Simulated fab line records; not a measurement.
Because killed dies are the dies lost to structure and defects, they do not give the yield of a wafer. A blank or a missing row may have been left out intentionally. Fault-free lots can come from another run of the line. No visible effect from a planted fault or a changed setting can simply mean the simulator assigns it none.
fab line records    flow sky130
[record] lots = 7  wafers = 19  last_day = 51
route steps=708 shown VIA2@527 METAL3@532 CAPM@537 PAD_OPEN@708
lots untouched by any fault: they come from a run of this same line in which no faults occurred
start_h: the number of hours between the record's first day and the start of the first shown wafer of the lot    wait_h: time in hours since the lot's previous step    " identical to the entry in the row above    L1.1+2: a single row standing in for several wafers    - value missing, or start not given    * or withheld: withheld    < > ~ a bound
route shown NAME@n: a module of which the file shows steps, and the number in the route of the first    usual: mean and standard deviation over wafers with no fault    same: alike in all rows    chamber/n: place in a boat    sites: each site's reading    _std_site: the values' standard deviation    _edge_site: the outer-site mean with the inner-site mean subtracted    radius_mm: how far each site lies from the wafer's centre    mask NAME#n: copy n    behind: tool/chamber where the wafer was last shaped    hold: what put the lot on hold/how long, in hours/how the hold closed    device: which transistor (n, p or np) failed to switch    end of line: at the end of the route, the tests of the same wafers    for a step that has no rows: nothing shown but its recipe    killed: count of dies lost to structure and defects at first sort (not the wafer's yield)    map: dies across one wafer; x = killed, . = not, _ = none there
set.NAME: the setting as run; set.NAME@STEP: as run at that earlier step    model.NAME: the simulator's own value behind a step, which no gauge read
a table for each step, a row for each wafer; lots at some steps of the route
services: when a tool's chamber went out of use (start_h, in hours from the record's first day, below 0 if earlier), for how many hours, and the reason
[[steps]]
[step SKY_VIA2_SPUTTER_20]
[recipe] material = TiN  target_thk_nm = 20  chamber_pressure_pa = 5  power_w = 4000  time_s = 80
[step SKY_VIA2_CVD_21]
[recipe] material = W  target_thk_nm = 420  time_s = 126.4  temp_c = 400  pressure_torr = 40
[step SKY_VIA2_RS_MEAS_22]
[recipe] thk_meas_gauge = four-point-probe  reads = W_of_VIA2_CVD_21+TiN_of_VIA2_SPUTTER_20
[usual] VIA2_W_RS = 0.2743/0.0024
lot.wafer  tool           chamber  start_h  wait_h  VIA2_W_RS[ohm/sq]
L534.2     film_metro-04  -        903.42   0.1     0.2749
L534.3     "              -        "        "       0.2732
L534.6     "              -        "        "       0.2752
L540.1     film_metro-03  -        947.11   0.1     0.2798
L540.2     "              -        "        "       0.2777
L540.6     "              -        "        "       0.2806
L545.3     film_metro-04  -        980.66   0.1     0.2750
L545.5     "              -        "        "       0.2734
L546.4     film_metro-04  -        986.91   0.1     0.2752
L546.5     "              -        "        "       0.2750
L546.6     "              -        "        "       0.2749
L547.3     film_metro-03  -        989.07   0.1     0.2813
L547.4     "              -        "        "       0.2794
L549.1     film_metro-03  -        1007.70  0.2     0.2692
L549.4     "              -        "        "       0.2770
L549.5     "              -        "        "       0.2735
L552.1     film_metro-02  -        1020.99  0.1     0.2736
L552.2     "              -        "        "       0.2759
L552.3     "              -        "        "       0.2774
[step SKY_VIA2_THK_MEAS_23]
[recipe] thk_meas_gauge = xrf  reads = W_of_VIA2_CVD_21
[usual] VIA2_W_THK = 446/5.2
lot.wafer  tool           chamber  start_h  wait_h  VIA2_W_THK[nm]
L534.2     film_metro-04  -        903.53   0.1     438
L534.3     "              -        "        "       444
L534.6     "              -        "        "       439
L540.1     film_metro-03  -        947.23   0.1     443
L540.2     "              -        "        "       446
L540.6     "              -        "        "       435
L545.3     film_metro-04  -        980.76   0.1     444
L545.5     "              -        "        "       446
L546.4     film_metro-04  -        987.00   0.1     446
L546.5     "              -        "        "       444
L546.6     "              -        "        "       448
L547.3     film_metro-03  -        989.17   0.1     432
L547.4     "              -        "        "       441
L549.1     film_metro-03  -        1007.82  0.1     457
L549.4     "              -        "        "       448
L549.5     "              -        "        "       454
L552.1     film_metro-02  -        1021.11  0.1     445
L552.2     "              -        "        "       443
L552.3     "              -        "        "       439
[step SKY_VIA2_CMP_24]
[recipe] stop_on = SiO2  t_overpolish_s = 20  down_force_psi = 3.5  platen_rpm = 60  target_thk_nm = 0  pad_velocity_m_s = 0.94248
[step SKY_METAL3_SPUTTER_00]
[recipe] material = Ti  target_thk_nm = 15  power_w = 3000  time_s = 10  chamber_pressure_pa = 0.4
[usual] throttle_valve_pct = 30.0/1.2
lot.wafer  tool            chamber  start_h  wait_h  throttle_valve_pct
L534.2     pvd_sputter-03  -        903.88   0.2     28.3
L534.3     "               -        "        "       31.8
L534.6     "               -        "        "       29.3
L540.1     pvd_sputter-03  -        947.59   0.2     31.7
L540.2     "               -        "        "       28.2
L540.6     "               -        "        "       29.2
L545.3     pvd_sputter-03  -        981.10   0.1     28.0
L545.5     "               -        "        "       28.4
L546.4     pvd_sputter-01  -        987.45   0.2     31.2
L546.5     "               -        "        "       30.9
L546.6     "               -        "        "       30.4
L547.3     pvd_sputter-03  -        989.51   0.1     28.2
L547.4     "               -        "        "       29.7
L549.1     pvd_sputter-03  -        1008.18  0.1     29.2
L549.4     "               -        "        "       29.5
L549.5     "               -        "        "       31.6
L552.1     pvd_sputter-04  -        1021.47  0.1     31.5
L552.2     "               -        "        "       28.6
L552.3     "               -        "        "       30.9
[step SKY_METAL3_SPUTTER_01]
[recipe] material = TiN  target_thk_nm = 20  power_w = 6500  time_s = 16.7  chamber_pressure_pa = 0.4
[step SKY_METAL3_SPUTTER_02]
[recipe] material = AlCu  target_thk_nm = 735  power_w = 10600  time_s = 39.1  chamber_pressure_pa = 0.4
[usual] throttle_valve_pct = 30.0/1.2
lot.wafer  tool            chamber  start_h  wait_h  throttle_valve_pct
L534.2     pvd_sputter-03  -        903.93   0.0     28.1
L534.3     "               -        "        "       31.3
L534.6     "               -        "        "       29.5
L540.1     pvd_sputter-03  -        947.64   0.0     31.4
L540.2     "               -        "        "       28.5
L540.6     "               -        "        "       29.4
L545.3     pvd_sputter-03  -        981.15   0.0     28.3
L545.5     "               -        "        "       28.2
L546.4     pvd_sputter-01  -        987.50   0.0     30.9
L546.5     "               -        "        "       30.6
L546.6     "               -        "        "       30.0
L547.3     pvd_sputter-03  -        989.56   0.0     28.1
L547.4     "               -        "        "       29.5
L549.1     pvd_sputter-03  -        1008.23  0.0     29.6
L549.4     "               -        "        "       29.5
L549.5     "               -        "        "       31.5
L552.1     pvd_sputter-04  -        1021.52  0.0     31.7
L552.2     "               -        "        "       28.8
L552.3     "               -        "        "       30.8
[step SKY_METAL3_SPUTTER_03]
[recipe] material = Ti  target_thk_nm = 5  power_w = 3000  time_s = 3.3  chamber_pressure_pa = 0.4
[usual] throttle_valve_pct = 30.0/1.2
lot.wafer  tool            chamber  start_h  wait_h  throttle_valve_pct
L534.2     pvd_sputter-03  -        903.97   0.0     28.1
L534.3     "               -        "        "       31.5
L534.6     "               -        "        "       29.3
L540.1     pvd_sputter-03  -        947.68   0.0     31.5
L540.2     "               -        "        "       28.4
L540.6     "               -        "        "       29.4
L545.3     pvd_sputter-03  -        981.19   0.0     28.3
L545.5     "               -        "        "       28.4
L546.4     pvd_sputter-01  -        987.54   0.0     30.8
L546.5     "               -        "        "       30.4
L546.6     "               -        "        "       30.2
L547.3     pvd_sputter-03  -        989.60   0.0     28.2
L547.4     "               -        "        "       29.5
L549.1     pvd_sputter-03  -        1008.27  0.0     29.4
L549.4     "               -        "        "       29.4
L549.5     "               -        "        "       31.4
L552.1     pvd_sputter-04  -        1021.56  0.0     31.5
L552.2     "               -        "        "       28.8
L552.3     "               -        "        "       30.7
[step SKY_METAL3_SPUTTER_04]
[recipe] material = TiN  target_thk_nm = 70  power_w = 6500  time_s = 58.3  chamber_pressure_pa = 0.4
[usual] throttle_valve_pct = 30.0/1.2
lot.wafer  tool            chamber  start_h  wait_h  throttle_valve_pct
L534.2     pvd_sputter-03  -        903.99   0.0     28.4
L534.3     "               -        "        "       31.5
L534.6     "               -        "        "       29.6
L540.1     pvd_sputter-03  -        947.70   0.0     31.8
L540.2     "               -        "        "       28.3
L540.6     "               -        "        "       29.5
L545.3     pvd_sputter-03  -        981.20   0.0     27.9
L545.5     "               -        "        "       28.3
L546.4     pvd_sputter-01  -        987.56   0.0     31.1
L546.5     "               -        "        "       30.4
L546.6     "               -        "        "       30.1
L547.3     pvd_sputter-03  -        989.62   0.0     28.0
L547.4     "               -        "        "       29.6
L549.1     pvd_sputter-03  -        1008.29  0.0     29.4
L549.4     "               -        "        "       29.5
L549.5     "               -        "        "       31.5
L552.1     pvd_sputter-04  -        1021.58  0.0     31.7
L552.2     "               -        "        "       28.8
L552.3     "               -        "        "       30.9
[step SKY_CAPM_CVD_00]
[recipe] material = SiO2  target_thk_nm = 15.5  temp_c = 400  time_s = withheld  rf_w = 450
[step SKY_CAPM_THK_MEAS_01]
[recipe] reads = SiO2_of_CAPM_CVD_00
[usual] CAPM_CVD_00_THK = 15.39/0.2
lot.wafer  tool           chamber  start_h  wait_h  CAPM_CVD_00_THK[nm]
L534.2     film_metro-04  -        904.07   -       15.41
L534.3     "              -        "        "       15.39
L534.6     "              -        "        "       15.53
L540.1     film_metro-01  -        947.77   -       15.26
L540.2     "              -        "        "       15.33
L540.6     "              -        "        "       15.14
L545.3     film_metro-01  -        981.31   -       15.38
L545.5     "              -        "        "       15.17
L546.4     film_metro-04  -        987.66   -       15.70
L546.5     "              -        "        "       15.55
L546.6     "              -        "        "       15.39
L547.3     film_metro-01  -        989.71   -       15.60
L547.4     "              -        "        "       15.53
L549.1     film_metro-02  -        1008.36  -       15.10
L549.4     "              -        "        "       15.22
L549.5     "              -        "        "       15.11
L552.1     film_metro-04  -        1021.65  -       15.20
L552.2     "              -        "        "       15.24
L552.3     "              -        "        "       15.04
[step SKY_CAPM_SPUTTER_02]
[recipe] material = TiN  target_thk_nm = 200  temp_c = 300  power_w = 6500  time_s = 166.7  chamber_pressure_pa = 0.4
[usual] throttle_valve_pct = 29.6/1.8
lot.wafer  tool            chamber  start_h  wait_h  throttle_valve_pct  model.TiN_of_CAPM_SPUTTER_02.thk_nm
L534.2     pvd_sputter-01  -        904.12   0.0     31.1                197.7
L534.3     "               -        "        "       29.8                198.3
L534.6     "               -        "        "       30.3                197.2
L540.1     pvd_sputter-02  -        947.83   0.1     29.1                200
L540.2     "               -        "        "       29.0                201.9
L540.6     "               -        "        "       28.9                201
L545.3     pvd_sputter-02  -        981.35   0.0     28.8                243.4
L545.5     "               -        "        "       32.8                243.2
L546.4     pvd_sputter-02  -        987.69   0.0     28.9                196
L546.5     "               -        "        "       27.2                241.1
L546.6     "               -        "        "       29.0                195.7
L547.3     pvd_sputter-02  -        989.75   0.0     28.6                245.6
L547.4     "               -        "        "       27.1                198.4
L549.1     pvd_sputter-01  -        1008.42  0.1     30.5                198
L549.4     "               -        "        "       31.1                200.8
L549.5     "               -        "        "       30.7                199.5
L552.1     pvd_sputter-03  -        1021.71  0.1     28.1                199.7
L552.2     "               -        "        "       31.6                200.2
L552.3     "               -        "        "       29.3                199.5
[step SKY_CAPM_RS_MEAS_03]
[recipe] thk_meas_gauge = four-point-probe  reads = TiN_of_CAPM_SPUTTER_02
[usual] CAPM_TIN_RS = 6.94/0.071
lot.wafer  tool           chamber  start_h  wait_h  CAPM_TIN_RS[ohm/sq]
L534.2     film_metro-01  -        904.25   0.1     7.01
L534.3     "              -        "        "       6.97
L534.6     "              -        "        "       7.01
L540.1     film_metro-02  -        947.94   0.1     6.92
L540.2     "              -        "        "       6.84
L540.6     "              -        "        "       6.87
L545.3     film_metro-04  -        981.50   0.1     5.64
L545.5     "              -        "        "       5.65
L546.4     film_metro-02  -        987.86   0.1     7.05
L546.5     "              -        "        "       5.69
L546.6     "              -        "        "       7.06
L547.3     film_metro-04  -        989.90   0.1     5.60
L547.4     "              -        "        "       6.97
L549.1     film_metro-02  -        1008.53  0.1     6.98
L549.4     "              -        "        "       6.88
L549.5     "              -        "        "       6.92
L552.1     film_metro-01  -        1021.82  0.1     6.93
L552.2     "              -        "        "       6.90
L552.3     "              -        "        "       6.93
[step SKY_CAPM_THK_MEAS_04]
[recipe] thk_meas_gauge = xrf  reads = TiN_of_CAPM_SPUTTER_02
[usual] CAPM_TIN_THK = 201.4/2.2
lot.wafer  tool           chamber  start_h  wait_h  CAPM_TIN_THK[nm]
L534.2     film_metro-01  -        904.36   0.1     199.0
L534.3     "              -        "        "       200.1
L534.6     "              -        "        "       199.3
L540.1     film_metro-02  -        948.06   0.1     201.0
L540.2     "              -        "        "       203.3
L540.6     "              -        "        "       201.5
L545.3     film_metro-04  -        981.60   0.1     245.1
L545.5     "              -        "        "       245.6
L546.4     film_metro-02  -        987.95   0.1     197.5
L546.5     "              -        "        "       243.3
L546.6     "              -        "        "       197.8
L547.3     film_metro-04  -        990.00   0.1     249.4
L547.4     "              -        "        "       201.2
L549.1     film_metro-02  -        1008.65  0.1     199.9
L549.4     "              -        "        "       201.8
L549.5     "              -        "        "       201.0
L552.1     film_metro-01  -        1021.94  0.1     201.5
L552.2     "              -        "        "       201.2
L552.3     "              -        "        "       200.7
[step SKY_CAPM_DEHYDRATE_05]
[recipe] temp_c = 200  time_s = 60
[step SKY_CAPM_HMDS_06]
[recipe] prime_time_s = 60  prime_temp_c = 120
[step SKY_CAPM_COAT_07]
[recipe] resist = NOVOLAK  spin_rpm = 3000  resist_thk_nm = 1140
[step SKY_CAPM_SOFTBAKE_08]
[recipe] temp_c = 90  time_s = 60  resist = NOVOLAK
[step SKY_CAPM_EXPOSE_09]
[recipe] mask_id = CAPM  na = 0.6  source_shape = conventional  sigma_outer = 0.6  polarization = unpolarized  target_cd_nm = 1000  dose_mj = 159
[step SKY_CAPM_PEB_10]
[recipe] temp_c = withheld  time_s = *  resist = NOVOLAK
[step SKY_CAPM_DEVELOP_11]
[recipe] resist = NOVOLAK  developer = TMAH  develop_time_s = 60  dev_temp_c = 23
[step SKY_CAPM_OVL_MEAS_12]
[usual] CAPM_OVL = -0.3/1.4
lot.wafer  tool        chamber  start_h  wait_h  CAPM_OVL[nm]
L534.2     overlay-02  -        930.16   0.1     -0.8
L534.3     "           -        "        "       0.5
L534.6     "           -        "        "       -0.9
L540.1     overlay-01  -        972.12   0.1     1.3
L540.2     "           -        "        "       2.0
L540.6     "           -        "        "       -0.1
L545.3     overlay-01  -        1005.47  0.1     0.1
L545.5     "           -        "        "       -0.9
L546.4     overlay-02  -        1011.77  0.1     -1.2
L546.5     "           -        "        "       -4.1
L546.6     "           -        "        "       -1.4
L547.3     overlay-01  -        1013.47  0.1     -1.4
L547.4     "           -        "        "       -0.2
L549.1     overlay-02  -        1031.72  0.1     -1.7
L549.4     "           -        "        "       -2.4
L549.5     "           -        "        "       -0.9
L552.1     overlay-02  -        1044.41  0.1     -2.5
L552.2     "           -        "        "       -0.6
L552.3     "           -        "        "       -0.7
[step SKY_CAPM_METAL_ETCH_13]
[recipe] target_depth_nm = 220  stop_on = SiO2  chemistry = Cl2/BCl3  target = TiN  pressure_mtorr = 10  icp_w = 900  bias_w = 48.5  Cl2_flow_sccm = 60  bcl3_flow_sccm = 30  time_s = 62.9
[usual] chamber_pressure_mTorr = 10.000/0.0099  drypump_motor_current_A = 5.84/0.23  oes_product_au = 0.939/0.007  rf_fwd_power_W = 893/3.1  throttle_valve_pct = 21.904/0.0099
lot.wafer  tool          chamber  start_h  wait_h  chamber_pressure_mTorr  drypump_motor_current_A  oes_product_au  rf_fwd_power_W  rf_hours_counter_h  throttle_valve_pct
L534.2     rie_metal-04  1        930.19   0.0     10.001                  5.58                     0.930           892             3                   21.908
L534.3     "             1        "        "       10.000                  5.55                     0.938           895             -                   21.892
L534.6     "             1        "        "       9.994                   5.55                     0.932           896             -                   21.912
L540.1     rie_metal-02  0        972.15   0.0     10.003                  5.93                     0.938           894             9                   21.906
L540.2     "             1        "        "       9.978                   6.01                     0.946           889             17                  21.889
L540.6     "             0        "        "       9.996                   5.87                     0.938           895             -                   21.903
L545.3     rie_metal-02  1        1005.52  0.0     10.009                  6.07                     1.012           892             -                   21.856
L545.5     "             1        "        "       9.999                   6.07                     1.009           893             -                   21.847
L546.4     rie_metal-02  1        1011.82  0.0     9.989                   6.10                     0.922           889             -                   21.896
L546.5     "             1        "        "       10.000                  6.05                     1.015           891             -                   21.850
L546.6     "             0        "        "       9.996                   5.84                     0.921           901             -                   21.915
L547.3     rie_metal-04  1        1013.52  0.0     9.990                   5.55                     1.002           891             -                   21.864
L547.4     "             0        "        "       9.984                   5.74                     0.947           893             -                   21.895
L549.1     rie_metal-02  1        1031.76  0.0     10.013                  6.07                     0.933           890             1                   21.919
L549.4     "             1        "        "       10.009                  6.08                     0.944           894             -                   21.899
L549.5     "             1        "        "       10.000                  6.11                     0.936           892             -                   21.883
L552.1     rie_metal-04  0        1044.44  0.0     9.986                   5.74                     0.938           895             16                  21.904
L552.2     "             1        "        "       10.001                  5.57                     0.943           889             9                   21.907
L552.3     "             0        "        "       9.991                   5.72                     0.934           890             -                   21.909
[step SKY_CAPM_STRIP_14]
[recipe] chemistry = O2/N2  power_w = 1400  pressure_mtorr = 1500  platen_temp_c = withheld  o2_flow_sccm = 3000  n2_flow_sccm = 300  overash_fraction = 0.5
[usual] chamber_pressure_mTorr = 1500.0/1.3  drypump_motor_current_A = 5.7/0.4  o2_flow_sccm = 3000/8.2  oes_product_au = 0.710/0.005  strip_time_to_endpoint_s = 12.66/0.038
lot.wafer  tool             chamber  start_h  wait_h  chamber_pressure_mTorr  drypump_motor_current_A  o2_flow_sccm  oes_product_au  rf_hours_counter_h  strip_time_to_endpoint_s
L534.2     plasma_asher-01  0        930.27   0.1     1501.0                  6.0                      2988          0.707           18                  12.65
L534.3     "                1        "        "       1501.1                  5.1                      3003          0.709           -                   12.69
L534.6     "                0        "        "       1500.6                  6.0                      2993          0.709           -                   12.66
L540.1     plasma_asher-02  1        972.23   0.1     1503.2                  6.1                      2987          0.713           86                  12.67
L540.2     "                0        "        "       1499.5                  6.0                      2998          0.705           86                  12.66
L540.6     "                0        "        "       1500.4                  6.0                      3010          0.706           -                   12.68
L545.3     plasma_asher-02  1        1005.60  0.1     1500.0                  6.1                      3006          0.710           -                   12.68
L545.5     "                0        "        "       1502.1                  5.9                      2998          0.702           -                   12.66
L546.4     plasma_asher-03  0        1011.90  0.1     1501.2                  5.4                      2984          0.717           -                   12.61
L546.5     "                1        "        "       1498.3                  5.2                      3008          0.702           -                   12.61
L546.6     "                0        "        "       1500.7                  5.4                      2981          0.707           -                   12.61
L547.3     plasma_asher-02  0        1013.60  0.1     1501.4                  6.0                      3004          0.701           -                   12.63
L547.4     "                1        "        "       1501.0                  6.1                      2982          0.718           -                   12.68
L549.1     plasma_asher-02  0        1031.83  0.1     1500.2                  6.0                      2986          0.712           92                  12.67
L549.4     "                1        "        "       1502.5                  6.1                      2997          0.714           -                   12.71
L549.5     "                0        "        "       1499.3                  6.0                      3016          0.710           -                   12.69
L552.1     plasma_asher-03  0        1044.52  0.1     1500.3                  5.4                      2999          0.713           64                  12.66
L552.2     "                1        "        "       1500.5                  5.2                      3017          0.713           64                  12.59
L552.3     "                1        "        "       1498.9                  5.2                      2999          0.706           -                   12.59
[step SKY_CAPM_STRIP_15]
[recipe] chemistry = post_etch_residue_remover  time_s = 1200  temp_c = 72.5
[usual] bath_heat_duty_pct = 13.9/1.3
lot.wafer  tool          chamber  start_h  wait_h  bath_heat_duty_pct  model.TiN_of_CAPM_SPUTTER_02.thk_nm
L534.2     wet_bench-03  1        930.37   0.1     13.9                197.3
L534.3     "             1        "        "       14.2                197.8
L534.6     "             1        "        "       15.7                196.7
L540.1     wet_bench-02  3        972.33   0.1     14.4                199.6
L540.2     "             3        "        "       13.9                201.5
L540.6     "             3        "        "       14.5                200.5
L545.3     wet_bench-02  0        1005.67  0.0     12.2                243
L545.5     "             0        "        "       13.4                242.8
L546.4     wet_bench-04  2        1011.97  0.0     14.5                195.6
L546.5     "             2        "        "       14.0                240.7
L546.6     "             2        "        "       13.5                195.3
L547.3     wet_bench-03  3        1013.72  0.1     13.4                245.2
L547.4     "             3        "        "       12.3                198
L549.1     wet_bench-03  2        1031.93  0.1     15.7                197.6
L549.4     "             2        "        "       15.6                200.4
L549.5     "             2        "        "       15.0                199.1
L552.1     wet_bench-03  0        1044.69  0.1     15.4                199.3
L552.2     "             0        "        "       14.8                199.8
L552.3     "             0        "        "       14.3                199.1
[step SKY_CAPM_CLEAN_16]
[recipe] chemistry = IPA  time_s = 180  temp_c = 25
[step SKY_PAD_OPEN_PROBE_99]
[usual] defect_limited_yield = 82.3/1.8  killed_at_M0_to_M3 = 43/6.9  killed_at_M4_up = 3.2/1.6  killed_at_contacts = 25/5.1  killed_at_front_end = 16/4.5  killed_at_other = 0.3/0.68  killed_dies = 87/8.9  killed_on_rim = 16/3.6  killed_open = 48/6.9  killed_short = 39/6.3  sort_bin_3_pad_short = 0.8/0.4  sort_bin_5_function = 10.5/1.4  sort_bin_6_memory = 6.4/1.1  sort_n_pass = 405/8.9  sort_yield_pct = 82.3/1.8
[same] gross_dies = 492  killed_at_back_side = 0  sort_bin_4_leakage[%] = 0  sort_bin_8_speed[%] = 0
lot.wafer  tool       chamber  start_h  wait_h  defect_limited_yield[%]  killed_at_M0_to_M3  killed_at_M4_up  killed_at_contacts  killed_at_front_end  killed_at_other  killed_dies  killed_on_rim  killed_open  killed_short  sort_bin_3_pad_short[%]  sort_bin_5_function[%]  sort_bin_6_memory[%]  sort_n_pass  sort_yield_pct[%]
L534.2     prober-01  -        1128.58  0.1     82.1                     32                  4                30                  21                   1                88           19             41           47            1.6                      8.7                     7.5                   404          82.1
L534.3     prober-01  -        1128.63  0.2     83.9                     43                  4                21                  11                   0                79           17             42           36            0.8                      9.3                     5.9                   413          83.9
L534.6     prober-01  -        1128.78  0.2     82.3                     40                  6                24                  17                   0                87           18             47           40            1.4                      10.6                    5.7                   405          82.3
L540.1     prober-02  -        1159.14  0.1     84.6                     40                  1                18                  17                   0                76           17             53           23            0.6                      9.8                     5.1                   416          84.6
L540.2     prober-02  -        1159.19  0.1     83.1                     43                  4                23                  13                   0                83           14             45           38            1.2                      8.5                     7.1                   409          83.1
L540.6     prober-02  -        1159.39  0.2     81.5                     44                  1                33                  13                   0                91           13             52           37            0.8                      11.6                    6.1                   401          81.5
L545.3     prober-01  -        1184.83  0.2     0                        46                  1                29                  15                   401              492          96             48           43            82.7                     10.4                    6.9                   0            0
L545.5     prober-01  -        1184.93  0.2     0                        41                  2                29                  17                   403              492          96             54           35            82.5                     12.4                    5.1                   0            0
L546.5     prober-02  -        1190.98  0.2     0                        43                  2                24                  12                   411              492          96             46           35            84.1                     8.7                     7.1                   0            0
L547.3     prober-01  -        1190.99  0.2     0                        48                  4                27                  11                   402              492          96             45           46            82.1                     13.0                    4.9                   0            0
// killed by level:class
L534.2 CONTACT:geometric_particle:open=11 POLY_GATE:geometric_particle:short=8 LI_CONTACT:geometric_particle:open=8 CONTACT:geometric_particle:short=7 METAL2:geometric_particle:short=7 VIA1:geometric_particle:open=6 POLY_GATE:geometric_particle:open=5 VIA1:geometric_particle:short=5
L534.3 LI_CONTACT:geometric_particle:open=9 CONTACT:geometric_particle:open=9 VIA3:geometric_particle:open=8 METAL1:geometric_particle:short=7 METAL2:geometric_particle:short=6 VIA3:geometric_particle:short=6 VIA1:geometric_particle:short=4 VIA1:geometric_particle:open=4
L534.6 CONTACT:geometric_particle:open=14 VIA2:geometric_particle:open=12 VIA1:geometric_particle:open=7 FIELD_ISO:geometric_particle:open=6 METAL2:geometric_particle:short=6 VIA1:geometric_particle:short=4 FIELD_ISO:geometric_particle:short=4 LOCAL_INTERCONNECT:geometric_particle:short=4
L540.1 CONTACT:geometric_particle:open=11 VIA1:geometric_particle:open=9 VIA2:geometric_particle:open=9 VIA1:geometric_particle:short=6 FIELD_ISO:geometric_particle:open=5 METAL2:geometric_particle:short=5 FIELD_ISO:geometric_particle:short=4 LI_CONTACT:geometric_particle:open=4
L540.2 VIA1:geometric_particle:open=13 CONTACT:geometric_particle:open=8 LI_CONTACT:geometric_particle:open=6 LOCAL_INTERCONNECT:geometric_particle:short=5 VIA2:geometric_particle:open=5 VIA3:geometric_particle:short=4 VIA1:geometric_particle:short=4 METAL2:geometric_particle:short=4
L540.6 LI_CONTACT:geometric_particle:open=11 CONTACT:geometric_particle:open=9 VIA1:geometric_particle:open=8 CONTACT:geometric_particle:short=7 VIA1:geometric_particle:short=7 METAL1:geometric_particle:short=5 VIA2:geometric_particle:open=5 METAL2:geometric_particle:open=4
L545.3 CAPM:area_etch=401 VIA1:geometric_particle:open=10 LI_CONTACT:geometric_particle:open=9 CONTACT:geometric_particle:open=8 VIA2:geometric_particle:short=8 CONTACT:geometric_particle:short=7 VIA2:geometric_particle:open=7 METAL2:geometric_particle:short=6
L545.5 CAPM:area_etch=403 CONTACT:geometric_particle:open=11 LI_CONTACT:geometric_particle:open=10 VIA1:geometric_particle:open=9 VIA2:geometric_particle:open=7 VIA3:geometric_particle:open=7 VIA1:geometric_particle:short=6 FIELD_ISO:geometric_particle:short=5
L546.5 CAPM:area_etch=411 VIA1:geometric_particle:open=14 CONTACT:geometric_particle:open=10 POLY_GATE:geometric_particle:short=6 LI_CONTACT:geometric_particle:open=5 VIA2:geometric_particle:open=5 METAL1:geometric_particle:short=4 METAL3:geometric_particle:short=4
L547.3 CAPM:area_etch=401 CONTACT:geometric_particle:open=8 VIA1:geometric_particle:open=8 LI_CONTACT:geometric_particle:open=7 VIA3:geometric_particle:short=5 CONTACT:geometric_particle:short=5 VIA2:geometric_particle:short=5 METAL1:geometric_particle:short=5
// map L545.3 (x killed, . not)
__________xxxxxxxxxx_________
________xxxxxxxxxxxxxx_______
______xxxxxxxxxxxxxxxxxx_____
_____xxxxxxxxxxxxxxxxxxxx____
____xxxxxxxxxxxxxxxxxxxxxx___
___xxxxxxxxxxxxxxxxxxxxxxxx__
__xxxxxxxxxxxxxxxxxxxxxxxxxx_
_xxxxxxxxxxxxxxxxxxxxxxxxxxxx
_xxxxxxxxxxxxxxxxxxxxxxxxxxxx
_xxxxxxxxxxxxxxxxxxxxxxxxxxxx
_xxxxxxxxxxxxxxxxxxxxxxxxxxxx
_xxxxxxxxxxxxxxxxxxxxxxxxxxxx
_xxxxxxxxxxxxxxxxxxxxxxxxxxxx
_xxxxxxxxxxxxxxxxxxxxxxxxxxxx
_xxxxxxxxxxxxxxxxxxxxxxxxxxxx
__xxxxxxxxxxxxxxxxxxxxxxxxxx_
___xxxxxxxxxxxxxxxxxxxxxxxx__
____xxxxxxxxxxxxxxxxxxxxxx___
_____xxxxxxxxxxxxxxxxxxxx____
______xxxxxxxxxxxxxxxxxx_____
________xxxxxxxxxxxxxx_______
__________xxxxxxxxxx_________
// map L546.5 (x killed, . not)
__________xxxxxxxxxx_________
________xxxxxxxxxxxxxx_______
______xxxxxxxxxxxxxxxxxx_____
_____xxxxxxxxxxxxxxxxxxxx____
____xxxxxxxxxxxxxxxxxxxxxx___
___xxxxxxxxxxxxxxxxxxxxxxxx__
__xxxxxxxxxxxxxxxxxxxxxxxxxx_
_xxxxxxxxxxxxxxxxxxxxxxxxxxxx
_xxxxxxxxxxxxxxxxxxxxxxxxxxxx
_xxxxxxxxxxxxxxxxxxxxxxxxxxxx
_xxxxxxxxxxxxxxxxxxxxxxxxxxxx
_xxxxxxxxxxxxxxxxxxxxxxxxxxxx
_xxxxxxxxxxxxxxxxxxxxxxxxxxxx
_xxxxxxxxxxxxxxxxxxxxxxxxxxxx
_xxxxxxxxxxxxxxxxxxxxxxxxxxxx
__xxxxxxxxxxxxxxxxxxxxxxxxxx_
___xxxxxxxxxxxxxxxxxxxxxxxx__
____xxxxxxxxxxxxxxxxxxxxxx___
_____xxxxxxxxxxxxxxxxxxxx____
______xxxxxxxxxxxxxxxxxx_____
________xxxxxxxxxxxxxx_______
__________xxxxxxxxxx_________
[[services]]
tool             chamber  start_h  hours  kind
plasma_asher-01  -        881.08   1.8    repair
wet_bench-04     -        896.15   5.6    repair
plasma_asher-01  -        940.85   2.7    repair
plasma_asher-02  -        949.75   1.8    repair
rie_metal-02     0        952.25   3.7    repair
rie_metal-02     -        973.37   0.6    repair
pvd_sputter-04   -        975.56   4.8    repair
rie_metal-04     0        985.94   1.2    repair
rie_metal-02     1        988.39   -      clean
rie_metal-02     1        988.39   12.7   scheduled_down
rie_metal-02     1        988.39   12.7   vent_cycle
wet_bench-04     -        990.10   4.7    repair
wet_bench-02     -        995.12   0.5    repair
pvd_sputter-02   -        995.26   0.9    repair
wet_bench-04     -        1004.71  2.2    repair
pvd_sputter-03   -        1026.05  0.8    repair
pvd_sputter-04   -        1039.09  1.9    repair
[[key]]
[first_sign] step = SKY_CAPM_RS_MEAS_03  reading = CAPM_TIN_RS  direction = down  sigmas = 18  usual = 6.94  struck = 5.65
[effect] step = SKY_CAPM_THK_MEAS_04  reading = CAPM_TIN_THK  direction = up  sigmas = 20  usual = 201.4  struck = 245.8
[effect] step = SKY_CAPM_METAL_ETCH_13  reading = oes_product_au  direction = up  sigmas = 10  usual = 0.939  struck = 1.009
[effect] step = SKY_PAD_OPEN_PROBE_99  reading = killed_at_other  direction = up  sigmas = 99+  usual = 0.3  struck = 404.2
[model_effect] step = SKY_CAPM_SPUTTER_02  value = TiN_of_CAPM_SPUTTER_02.thk_nm  without = 197.4  struck = 243.3
[model_effect] step = SKY_CAPM_STRIP_15  value = TiN_of_CAPM_SPUTTER_02.thk_nm  without = 197  struck = 242.9
[more_kills_born_at] SKY_CAPM_METAL_ETCH_13@rie_metal-02 = 1215  SKY_CAPM_METAL_ETCH_13@rie_metal-04 = 401
met_at SKY_CAPM_SPUTTER_02
struck_wafers L545.3,L545.5,L546.5,L547.3
later_rows_left_out L545.3,L545.5,L546.5,L547.3
onset_between 947.83 981.35
[fault] kind = process_parameter_drift  tool = pvd_sputter-02  chamber = -  onset_h = 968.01  steps = SKY_CAPM_SPUTTER_02  channel = time_s  offset = *  shape = step  end_h = 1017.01  scope = struck_wafers_only  acts_in = *  stated = *
// later_rows_left_out: the simulator's readings of these wafers behind a module that went badly wrong aren't trusted and aren't shown, but for the sort
